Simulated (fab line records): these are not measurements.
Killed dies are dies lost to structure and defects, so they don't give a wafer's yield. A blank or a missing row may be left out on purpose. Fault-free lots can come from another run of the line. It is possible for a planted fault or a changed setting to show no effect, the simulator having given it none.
fab line records	flow sky130
record lots=6	wafers=18	last-day=50
route steps=708 shown VT_ADJUST_LVTN@104 PAD_OPEN@708
lots that met no fault: taken from a fault-free run of the same line
start-h: start of the lot's first displayed wafer, in hours after the record's first day	wait-h: hours elapsed since this lot's preceding step	" repeats the value in the row above	L1.1+2: one row covering several wafers at once	- no value, or no start was given	* or withheld: withheld	< > ~ a bound
route shown NAME@n: NAME is a module with steps in the file, n the number in the route of the first one	usual: average and standard deviation across the fault-free wafers	same: alike in all rows	chamber/n: place in a boat	sites: readings site by site	_std_site: the values' standard deviation	_edge_site: the outer-site mean with the inner-site mean subtracted	radius-mm: for every site, how far away it sits from the centre of the wafer	mask NAME#n: copy n	behind: the tool/chamber that last shaped the wafer	hold: cause of the lot's hold/its duration in hours/its outcome	device: transistor that didn't switch, given as n, p or np	end of line: at the end of the route, the tests of the same wafers	step lacking rows: just its recipe	killed: the dies lost at the first sort to structure and to defects; this is not the yield of the wafer	map: shows each die of a wafer: x if killed, . if not, _ if none is there
set.NAME: the setting as run; set.NAME@STEP: as run at that earlier step	model.NAME: the simulator's own value behind a step, which no gauge read
lots at selected steps of the route; one table per step, one row per wafer
services: from which hour (start-h, from the record's first day; less than 0 if before it) a tool's chamber was out of use, for how many hours, and why
## steps
# step SKY_VT_ADJUST_LVTN_OVL_MEAS_07
# usual VT_ADJUST_LVTN_OVL=-0.4/1.2
lot.wafer	tool	chamber	start-h	wait-h	VT_ADJUST_LVTN_OVL[nm]
L417.1	overlay-01	-	164.32	-	-0.2
L417.3	"	-	"	"	0.0
L417.4	"	-	"	"	0.7
L419.1	overlay-02	-	176.82	-	0.0
L419.3	"	-	"	"	-0.4
L419.5	"	-	"	"	-0.1
L427.1	overlay-02	-	231.32	-	-1.0
L427.3	"	-	"	"	-1.5
L427.5	"	-	"	"	0.1
L429.2	overlay-01	-	237.63	-	-2.3
L429.3	"	-	"	"	-1.1
L429.6	"	-	"	"	-0.8
L432.1	overlay-01	-	260.81	-	-1.0
L432.3	"	-	"	"	-1.2
L432.6	"	-	"	"	-1.3
L436.2	overlay-01	-	285.28	-	-0.5
L436.3	"	-	"	"	-0.2
L436.4	"	-	"	"	-0.6
# step SKY_VT_ADJUST_LVTN_IMPLANT_08
# recipe species=B	energy-kev=29.77	dose-cm2=1.57e+12	tilt-deg=withheld
# step SKY_VT_ADJUST_LVTN_STRIP_09
# recipe chemistry=O2/N2	power-w=1400	pressure-mtorr=1500	platen-temp-c=withheld	o2-flow-sccm=3000	n2-flow-sccm=300	overash-fraction=0.5
# usual drypump-motor-current-A=5.74/0.15	oes-product-au=0.722/0.0047	strip-time-to-endpoint-s=36.95/0.1
lot.wafer	tool	chamber	start-h	wait-h	drypump-motor-current-A	oes-product-au	rf-hours-counter-h	strip-time-to-endpoint-s
L417.1	plasma-asher-04	1	164.50	0.1	5.76	0.720	43	36.86
L417.3	"	0	"	"	5.81	0.723	-	36.93
L417.4	"	1	"	"	5.77	0.726	-	36.97
L419.1	plasma-asher-02	1	177.01	0.1	5.54	0.724	52	36.92
L419.3	"	0	"	"	5.68	0.724	-	36.97
L419.5	"	1	"	"	5.52	0.721	-	36.93
L427.1	plasma-asher-02	1	231.51	0.1	5.50	0.722	57	36.87
L427.3	"	1	"	"	5.52	0.719	-	36.89
L427.5	"	1	"	"	5.52	0.716	-	36.88
L429.2	plasma-asher-04	0	237.81	0.1	5.79	0.719	50	36.99
L429.3	"	0	"	"	5.79	0.725	-	36.88
L429.6	"	1	"	"	5.79	0.724	-	36.91
L432.1	plasma-asher-01	0	261.00	0.1	6.10	0.731	44	36.92
L432.3	"	1	"	"	5.62	0.726	-	36.97
L432.6	"	0	"	"	6.09	0.712	-	36.96
L436.2	plasma-asher-01	1	285.46	0.1	5.62	0.725	47	36.93
L436.3	"	1	"	"	5.63	0.727	-	36.97
L436.4	"	0	"	"	6.09	0.725	-	36.94
# step SKY_VT_ADJUST_LVTN_TW_MEAS_10
# usual VT_ADJUST_LVTN_TW=241.8/1.9
lot.wafer	tool	chamber	start-h	wait-h	VT_ADJUST_LVTN_TW
L417.1	film-metro-01	-	164.60	0.1	244.6
L417.3	"	-	"	"	244.4
L417.4	"	-	"	"	245.6
L419.1	film-metro-02	-	177.11	0.1	239.2
L419.3	"	-	"	"	237.9
L419.5	"	-	"	"	238.4
L427.1	film-metro-02	-	231.61	0.1	241.0
L427.3	"	-	"	"	240.9
L427.5	"	-	"	"	240.8
L429.2	film-metro-03	-	237.92	0.1	241.9
L429.3	"	-	"	"	241.3
L429.6	"	-	"	"	242.2
L432.1	film-metro-01	-	261.10	0.1	241.3
L432.3	"	-	"	"	241.5
L432.6	"	-	"	"	240.9
L436.2	film-metro-01	-	285.57	0.1	245.1
L436.3	"	-	"	"	244.0
L436.4	"	-	"	"	244.9
# step SKY_VT_ADJUST_LVTN_DEHYDRATE_11
# recipe temp-c=200	time-s=60
# step SKY_VT_ADJUST_LVTN_HMDS_12
# recipe prime-time-s=60	prime-temp-c=120
# step SKY_VT_ADJUST_LVTN_COAT_13
# recipe resist=NOVOLAK	spin-rpm=3000	resist-thk-nm=1140
# step SKY_VT_ADJUST_LVTN_SOFTBAKE_14
# recipe temp-c=90	time-s=60	resist=NOVOLAK
# step SKY_VT_ADJUST_LVTN_EXPOSE_15
# recipe mask-id=HVN_STD_DERIVED	na=0.6	source-shape=conventional	sigma-outer=0.6	polarization=unpolarized	target-cd-nm=600	dose-mj=163
# step SKY_VT_ADJUST_LVTN_PEB_16
# recipe temp-c=withheld	time-s=*	resist=NOVOLAK
# step SKY_VT_ADJUST_LVTN_DEVELOP_17
# recipe resist=NOVOLAK	developer=TMAH	develop-time-s=60	dev-temp-c=23
# step SKY_VT_ADJUST_LVTN_OVL_MEAS_18
# usual VT_ADJUST_LVTN_01_OVL=0.3/1
lot.wafer	tool	chamber	start-h	wait-h	VT_ADJUST_LVTN_01_OVL[nm]
L417.1	overlay-02	-	184.63	0.1	0.3
L417.3	"	-	"	"	1.7
L417.4	"	-	"	"	1.5
L419.1	overlay-01	-	196.93	0.1	0.4
L419.3	"	-	"	"	0.4
L419.5	"	-	"	"	1.4
L427.1	overlay-01	-	255.52	0.1	-1.0
L427.3	"	-	"	"	-0.4
L427.5	"	-	"	"	-0.6
L429.2	overlay-02	-	261.82	0.1	-1.4
L429.3	"	-	"	"	-1.3
L429.6	"	-	"	"	-1.1
L432.1	overlay-02	-	285.66	0.1	0.0
L432.3	"	-	"	"	1.1
L432.6	"	-	"	"	0.1
L436.2	overlay-01	-	310.77	0.1	-0.4
L436.3	"	-	"	"	-0.2
L436.4	"	-	"	"	-0.6
# step SKY_VT_ADJUST_LVTN_IMPLANT_19
# recipe species=B	energy-kev=29.48	dose-cm2=6.5e+11	tilt-deg=withheld
# usual beam-on-s=10.00/0.21	dose-ions-cm2=6.502e+11/7.2e+08	faraday-current-uA=3.67/0.077
lot.wafer	tool	chamber	start-h	wait-h	beam-on-s	dose-ions-cm2	faraday-current-uA
L417.1	implanter-01	0	184.66	0.0	9.53	6.513e+11	3.85
L417.3	"	0	"	"	10.22	6.496e+11	3.56
L417.4	"	0	"	"	10.14	6.504e+11	3.62
L419.1	implanter-01	0	196.96	0.0	9.84	6.481e+11	3.72
L419.3	"	0	"	"	10.01	6.493e+11	3.67
L419.5	"	0	"	"	10.17	6.493e+11	3.60
L427.1	implanter-01	0	255.56	0.0	9.96	4.772e+11	2.70
L427.3	"	0	"	"	9.71	4.775e+11	2.77
L427.5	"	0	"	"	10.00	4.779e+11	2.68
L429.2	implanter-01	0	261.88	0.0	10.17	4.784e+11	2.64
L429.3	"	0	"	"	9.99	4.788e+11	2.68
L429.6	"	0	"	"	10.31	4.783e+11	2.60
L432.1	implanter-02	0	285.70	0.0	9.84	6.506e+11	3.73
L432.3	"	0	"	"	9.94	6.5e+11	3.69
L432.6	"	0	"	"	9.96	6.521e+11	3.69
L436.2	implanter-04	0	310.83	0.0	10.01	6.493e+11	3.66
L436.3	"	0	"	"	10.21	6.498e+11	3.58
L436.4	"	0	"	"	9.52	6.498e+11	3.82
# step SKY_VT_ADJUST_LVTN_STRIP_20
# recipe chemistry=O2/N2	power-w=1400	pressure-mtorr=1500	platen-temp-c=withheld	o2-flow-sccm=3000	n2-flow-sccm=300	overash-fraction=0.5
# usual drypump-motor-current-A=5.74/0.17	oes-product-au=0.716/0.0047	strip-time-to-endpoint-s=14.17/0.033
lot.wafer	tool	chamber	start-h	wait-h	drypump-motor-current-A	oes-product-au	rf-hours-counter-h	strip-time-to-endpoint-s
L417.1	plasma-asher-04	0	184.81	0.1	5.78	0.713	45	14.17
L417.3	"	1	"	"	5.74	0.717	-	14.17
L417.4	"	0	"	"	5.78	0.715	-	14.17
L419.1	plasma-asher-01	0	197.11	0.1	6.09	0.717	38	14.14
L419.3	"	0	"	"	6.11	0.713	-	14.16
L419.5	"	0	"	"	6.09	0.719	-	14.15
L427.1	plasma-asher-04	0	255.71	0.1	5.79	0.723	52	14.16
L427.3	"	1	"	"	5.77	0.713	-	14.17
L427.5	"	0	"	"	5.79	0.706	-	14.17
L429.2	plasma-asher-04	0	262.00	0.1	5.80	0.717	53	14.15
L429.3	"	1	"	"	5.76	0.717	-	14.13
L429.6	"	1	"	"	5.75	0.712	-	14.18
L432.1	plasma-asher-04	0	285.85	0.1	5.80	0.715	55	14.20
L432.3	"	0	"	"	5.80	0.712	-	14.19
L432.6	"	1	"	"	5.81	0.722	-	14.17
L436.2	plasma-asher-01	0	310.95	0.1	6.09	0.713	49	14.14
L436.3	"	1	"	"	5.59	0.717	-	14.15
L436.4	"	0	"	"	6.08	0.717	-	14.18
# step SKY_VT_ADJUST_LVTN_TW_MEAS_21
# usual VT_ADJUST_LVTN_2_TW=188.3/1.2
lot.wafer	tool	chamber	start-h	wait-h	hold	VT_ADJUST_LVTN_2_TW
L417.1	film-metro-02	-	184.91	0.1	-	186.4
L417.3	"	-	"	"	-	186.6
L417.4	"	-	"	"	-	186.1
L419.1	film-metro-02	-	197.21	0.1	-	188.0
L419.3	"	-	"	"	-	188.4
L419.5	"	-	"	"	-	188.0
L427.1	film-metro-01	-	255.81	0.1	await-dispo/0.2h/release	172.4
L427.3	"	-	"	"	await-dispo/0.2h/release	173.0
L427.5	"	-	"	"	await-dispo/0.2h/release	173.2
L427.1	film-metro-01	-	256.04	0.2	-	173.1
L427.3	"	-	"	"	-	173.1
L427.5	"	-	"	"	-	172.9
L429.2	film-metro-01	-	262.11	0.1	await-dispo/0.2h/release	172.0
L429.3	"	-	"	"	await-dispo/0.2h/release	173.1
L429.6	"	-	"	"	await-dispo/0.2h/release	173.0
L429.2	film-metro-01	-	262.34	0.2	-	173.9
L429.3	"	-	"	"	-	172.3
L429.6	"	-	"	"	-	173.5
L432.1	film-metro-02	-	285.95	0.1	-	188.2
L432.3	"	-	"	"	-	187.8
L432.6	"	-	"	"	-	187.5
L436.2	film-metro-02	-	311.06	0.1	-	187.8
L436.3	"	-	"	"	-	187.5
L436.4	"	-	"	"	-	188.7
# step SKY_PAD_OPEN_PROBE_99
# usual killed_at_M0_to_M3=43/7.6	killed_at_M4_up=2.9/1.9	killed-at-contacts=24/5	killed-at-front-end=15/4.3	killed-at-other=0.3/0.54	killed-dies=85/10	killed-on-rim=17/3.9	killed-open=47/7	killed-short=38/6.4
# same gross-dies=492	killed-at-back-side=0
lot.wafer	tool	chamber	start-h	wait-h	killed_at_M0_to_M3	killed_at_M4_up	killed-at-contacts	killed-at-front-end	killed-at-other	killed-dies	killed-on-rim	killed-open	killed-short	model.etest.res-pwell-under-gate.rs-ohm-sq	model.etest.nfet-g5v0d10v5.body-rise-v	model.etest.nfet_16v.body-rise-v	model.etest.nfet-g5v0d10v5.vt-sat-v	model.etest.nfet-g5v0d10v5.vt-v
L417.1	prober-01	-	1098.47	0.1	32	6	32	12	0	82	15	50	32	2320	0.6913	0.6885	0.7751	0.8372
L417.3	prober-01	-	1098.57	0.2	40	1	32	11	1	85	19	49	36	2334	0.6913	0.6884	0.7691	0.8335
L417.4	prober-01	-	1098.62	0.2	42	8	29	10	0	89	22	42	47	2329	0.689	0.6851	0.773	0.8354
L419.1	prober-01	-	1111.08	0.1	59	4	17	12	0	92	13	46	46	2278	0.6893	0.6847	0.793	0.8532
L419.3	prober-01	-	1111.18	0.2	41	1	18	15	0	75	19	45	30	2276	0.6895	0.6871	0.7966	0.8561
L419.5	prober-01	-	1111.28	0.2	31	4	18	16	0	69	19	41	28	2285	0.6927	0.6884	0.7908	0.8492
L427.1	prober-01	-	1161.08	0.1	50	0	27	20	0	97	17	48	49	2300	0.662	0.6552	0.7703	0.8349
L427.3	prober-01	-	1161.18	0.2	46	2	21	7	0	76	9	41	35	2282	0.6574	0.6562	0.7473	0.8134
L427.5	prober-01	-	1161.28	0.2	34	5	29	8	0	76	12	37	39	2302	0.6619	0.6588	0.7589	0.8246
L429.2	prober-02	-	1168.16	0.1	45	5	19	20	0	89	17	53	36	2315	0.6766	0.6713	0.7671	0.8368
L429.3	prober-02	-	1168.21	0.2	51	5	23	14	0	93	19	53	40	2314	0.6767	0.6735	0.772	0.8387
L429.6	prober-02	-	1168.36	0.2	33	0	23	18	0	74	12	34	40	2292	0.6745	0.6692	0.7535	0.8184
L432.1	prober-02	-	1180.69	0.1	34	1	9	17	0	61	7	30	31	2296	0.7108	0.7062	0.7843	0.8468
L432.3	prober-02	-	1180.79	0.2	36	4	25	15	0	80	13	50	30	2298	0.7107	0.706	0.7956	0.854
L432.6	prober-02	-	1180.94	0.2	51	2	16	19	1	89	16	46	43	2296	0.7106	0.7059	0.7926	0.8501
L436.2	prober-02	-	1199.43	0.1	43	6	15	23	0	87	17	44	43	2269	0.6872	0.6846	0.7809	0.8409
L436.3	prober-02	-	1199.48	0.2	48	5	23	18	0	94	17	52	42	2274	0.6958	0.6911	0.7958	0.8577
L436.4	prober-02	-	1199.53	0.2	51	2	17	17	0	87	17	42	45	2262	0.685	0.6804	0.7847	0.8446
# killed by level:class
L417.1 CONTACT:geometric-particle:open=12 VIA3:geometric-particle:open=8 LI_CONTACT:geometric-particle:open=8 VIA2:geometric-particle:open=8 VIA1:geometric-particle:open=6 POLY_GATE:geometric-particle:short=4 LI_CONTACT:geometric-particle:short=4 CONTACT:geometric-particle:short=4
L417.3 CONTACT:geometric-particle:open=13 VIA1:geometric-particle:open=9 LI_CONTACT:geometric-particle:open=6 METAL1:geometric-particle:short=5 CONTACT:geometric-particle:short=5 METAL1:geometric-particle:open=4 LI_CONTACT:geometric-particle:short=4 LOCAL_INTERCONNECT:geometric-particle:short=4
L417.4 VIA1:geometric-particle:open=9 CONTACT:geometric-particle:open=9 LI_CONTACT:geometric-particle:open=8 METAL4:geometric-particle:short=6 LOCAL_INTERCONNECT:geometric-particle:short=6 METAL3:geometric-particle:short=6 VIA3:geometric-particle:open=5 LI_CONTACT:geometric-particle:short=4
L419.1 VIA3:geometric-particle:open=14 METAL1:geometric-particle:short=11 VIA1:geometric-particle:short=9 CONTACT:geometric-particle:open=6 VIA2:geometric-particle:open=6 VIA1:geometric-particle:open=5 METAL4:geometric-particle:short=4 LI_CONTACT:geometric-particle:open=4
L419.3 VIA1:geometric-particle:open=9 CONTACT:geometric-particle:open=7 FIELD_ISO:geometric-particle:open=6 METAL1:geometric-particle:short=5 LI_CONTACT:geometric-particle:open=5 VIA1:geometric-particle:short=5 VIA2:geometric-particle:open=5 POLY_GATE:geometric-particle:short=4
L419.5 LI_CONTACT:geometric-particle:open=9 VIA1:geometric-particle:open=6 VIA3:geometric-particle:open=6 FIELD_ISO:geometric-particle:open=5 POLY_GATE:geometric-particle:short=5 FIELD_ISO:geometric-particle:short=4 CONTACT:geometric-particle:open=4 VIA2:geometric-particle:open=4
L427.1 VIA1:geometric-particle:open=12 CONTACT:geometric-particle:short=11 CONTACT:geometric-particle:open=8 VIA2:geometric-particle:open=8 POLY_GATE:geometric-particle:short=6 METAL1:geometric-particle:short=6 FIELD_ISO:geometric-particle:open=5 FIELD_ISO:geometric-particle:short=5
L427.3 VIA1:geometric-particle:open=13 VIA1:geometric-particle:short=10 CONTACT:geometric-particle:open=7 METAL2:geometric-particle:short=6 LI_CONTACT:geometric-particle:open=6 VIA2:geometric-particle:open=5 FIELD_ISO:geometric-particle:open=4 LOCAL_INTERCONNECT:geometric-particle:short=4
L427.5 CONTACT:geometric-particle:open=8 CONTACT:geometric-particle:short=7 LI_CONTACT:geometric-particle:open=6 LOCAL_INTERCONNECT:geometric-particle:short=6 VIA2:geometric-particle:short=6 VIA1:geometric-particle:open=6 METAL1:geometric-particle:short=5 METAL1:geometric-particle:open=4
L429.2 VIA2:geometric-particle:open=13 VIA1:geometric-particle:open=9 LI_CONTACT:geometric-particle:open=8 FIELD_ISO:geometric-particle:open=5 POLY_GATE:geometric-particle:open=5 POLY_GATE:geometric-particle:short=5 CONTACT:geometric-particle:short=5 VIA1:geometric-particle:short=5
L429.3 VIA1:geometric-particle:open=17 CONTACT:geometric-particle:open=9 VIA2:geometric-particle:open=6 LI_CONTACT:geometric-particle:open=5 VIA3:geometric-particle:open=5 METAL3:geometric-particle:short=4 LI_CONTACT:geometric-particle:short=4 VIA3:geometric-particle:short=4
L429.6 CONTACT:geometric-particle:open=9 VIA1:geometric-particle:open=8 LOCAL_INTERCONNECT:geometric-particle:short=6 METAL2:geometric-particle:short=5 FIELD_ISO:geometric-particle:open=4 FIELD_ISO:geometric-particle:short=4 VIA3:geometric-particle:open=4 POLY_GATE:geometric-particle:short=3
L432.1 VIA1:geometric-particle:open=8 FIELD_ISO:geometric-particle:short=8 VIA3:geometric-particle:open=8 METAL1:geometric-particle:short=6 POLY_GATE:geometric-particle:open=3 POLY_GATE:geometric-particle:short=3 LI_CONTACT:geometric-particle:open=3 CONTACT:geometric-particle:open=3
L432.3 CONTACT:geometric-particle:open=13 LI_CONTACT:geometric-particle:open=7 VIA1:geometric-particle:open=7 METAL1:geometric-particle:short=6 VIA2:geometric-particle:open=5 VIA3:geometric-particle:open=5 FIELD_ISO:geometric-particle:open=4 VIA3:geometric-particle:short=4
L432.6 VIA1:geometric-particle:open=11 METAL2:geometric-particle:short=10 POLY_GATE:geometric-particle:open=6 METAL1:geometric-particle:short=6 FIELD_ISO:geometric-particle:open=5 CONTACT:geometric-particle:open=5 VIA3:geometric-particle:short=4 CONTACT:geometric-particle:short=4
L436.2 FIELD_ISO:geometric-particle:open=9 FIELD_ISO:geometric-particle:short=9 VIA1:geometric-particle:open=7 VIA1:geometric-particle:short=6 VIA3:geometric-particle:open=6 LOCAL_INTERCONNECT:geometric-particle:short=5 METAL1:geometric-particle:short=5 CONTACT:geometric-particle:open=5
L436.3 VIA1:geometric-particle:open=11 CONTACT:geometric-particle:open=9 FIELD_ISO:geometric-particle:open=8 VIA3:geometric-particle:open=8 FIELD_ISO:geometric-particle:short=6 VIA2:geometric-particle:open=6 VIA1:geometric-particle:short=6 LOCAL_INTERCONNECT:geometric-particle:short=5
L436.4 FIELD_ISO:geometric-particle:short=10 VIA3:geometric-particle:open=9 METAL2:geometric-particle:short=8 VIA1:geometric-particle:short=7 VIA1:geometric-particle:open=7 VIA2:geometric-particle:open=6 CONTACT:geometric-particle:open=6 LI_CONTACT:geometric-particle:open=3
## services
tool	chamber	start-h	hours	kind
plasma-asher-01	-	155.26	11.5	repair
implanter-02	-	183.23	4.3	repair
implanter-01	-	193.19	1.1	repair
implanter-01	-	206.83	2.6	repair
implanter-01	-	217.47	1.9	pm
implanter-01	-	220.55	0.7	repair
plasma-asher-02	-	228.71	2.8	pm
implanter-02	-	237.84	0.8	repair
implanter-04	-	241.29	2.0	repair
plasma-asher-04	-	245.45	0.6	repair
## key
first-sign step=SKY_VT_ADJUST_LVTN_IMPLANT_19	reading=dose-ions-cm2	direction=down	sigmas=99+	usual=*	struck=*
effect step=SKY_VT_ADJUST_LVTN_IMPLANT_19	reading=faraday-current-uA	direction=down	sigmas=13	usual=3.67	struck=2.68
effect step=SKY_VT_ADJUST_LVTN_TW_MEAS_21	reading=visit	direction=added
effect step=SKY_VT_ADJUST_LVTN_TW_MEAS_21	reading=VT_ADJUST_LVTN_2_TW	direction=down	sigmas=13	usual=188.3	struck=172.8
model-effect step=SKY_PAD_OPEN_PROBE_99	value=etest.res-pwell-under-gate.rs-ohm-sq	without=2269	struck=2301
met-at SKY_VT_ADJUST_LVTN_IMPLANT_19
struck-wafers L427.1,L427.3,L427.5,L429.2,L429.3,L429.6
tester-left-out L427,L429
onset-between 196.96 255.56
fault kind=process-parameter-drift	tool=implanter-01	chamber=-	onset-h=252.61	steps=SKY_VT_ADJUST_LVTN_IMPLANT_19	channel=dose-cm2	offset=*	shape=step	end-h=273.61	acts-in=*	stated=*
# tester-left-out: of these lots the tester's yield and bins aren't shown, on N5 and GAA mostly nor the transistor test; their killed dies are dies lost to structure and defects alone, not to doping, threshold or leakage, so they don't give the yield
